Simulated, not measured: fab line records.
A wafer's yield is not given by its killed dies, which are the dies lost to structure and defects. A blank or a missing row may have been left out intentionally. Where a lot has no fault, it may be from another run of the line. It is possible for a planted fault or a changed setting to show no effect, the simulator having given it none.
Matching of chambers || flow sky130 || cmp-02 running SKY_CONTACT_CMP_04: 4 sister chambers
The step polishes SiO2. 4 wafers are shown with their chamber, then 7 later ones without.

## WAFERS, EACH WITH ITS CHAMBER
{"wafer": "L485.6", "chamber": 2, "motorCurrentA (A)": 13.8}
{"wafer": "L489.4", "chamber": 3, "motorCurrentA (A)": 11.6}
{"wafer": "L493.1", "chamber": 0, "motorCurrentA (A)": 12.3}
{"wafer": "L493.2", "chamber": 1, "motorCurrentA (A)": 10.3}

## WAFERS WITHOUT THEIR CHAMBER
{"wafer": "L493.5", "motorCurrentA (A)": 12.3}
{"wafer": "L494.3", "motorCurrentA (A)": 10.8}
{"wafer": "L494.5", "motorCurrentA (A)": 13.9}
{"wafer": "L494.6", "motorCurrentA (A)": 11.5}
{"wafer": "L500.1", "motorCurrentA (A)": 9.6}
{"wafer": "L500.3", "motorCurrentA (A)": 13.1}
{"wafer": "L500.6", "motorCurrentA (A)": 11.8}

## THE CHAMBER EACH PASSED THROUGH
{"wafer": "L493.5", "from the rows above": "can't be placed: 0 or 3", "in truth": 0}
{"wafer": "L494.3", "from the rows above": "can't be placed: 1 or 3", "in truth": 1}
{"wafer": "L494.5", "from the rows above": 2, "in truth": 2}
{"wafer": "L494.6", "from the rows above": "can't be placed: 3 or 0", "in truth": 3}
{"wafer": "L500.1", "from the rows above": 1, "in truth": 1}
{"wafer": "L500.3", "from the rows above": "can't be placed: 2 or 0 or 3", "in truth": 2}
{"wafer": "L500.6", "from the rows above": "can't be placed: 3 or 0", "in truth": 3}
Correct placement for 2 of the 7. Cannot be placed on the basis of these rows: 5; the candidates contain the true chamber in 5. Wrongly placed: 0.
How it was worked out, from the rows above alone: a wafer's distance from a chamber is the root of the sum, over the readings, of the square of ((its reading less the chamber's mean) divided by the reading's scatter). If the next closest chamber is less than 2 further off than the closest, the wafer can't be placed; otherwise it belongs to the closest. The mean given for a chamber averages the wafers shown for that chamber. The scatter: root of mean squared gap, hidden wafer to nearest shown wafer, with one shown wafer a chamber.
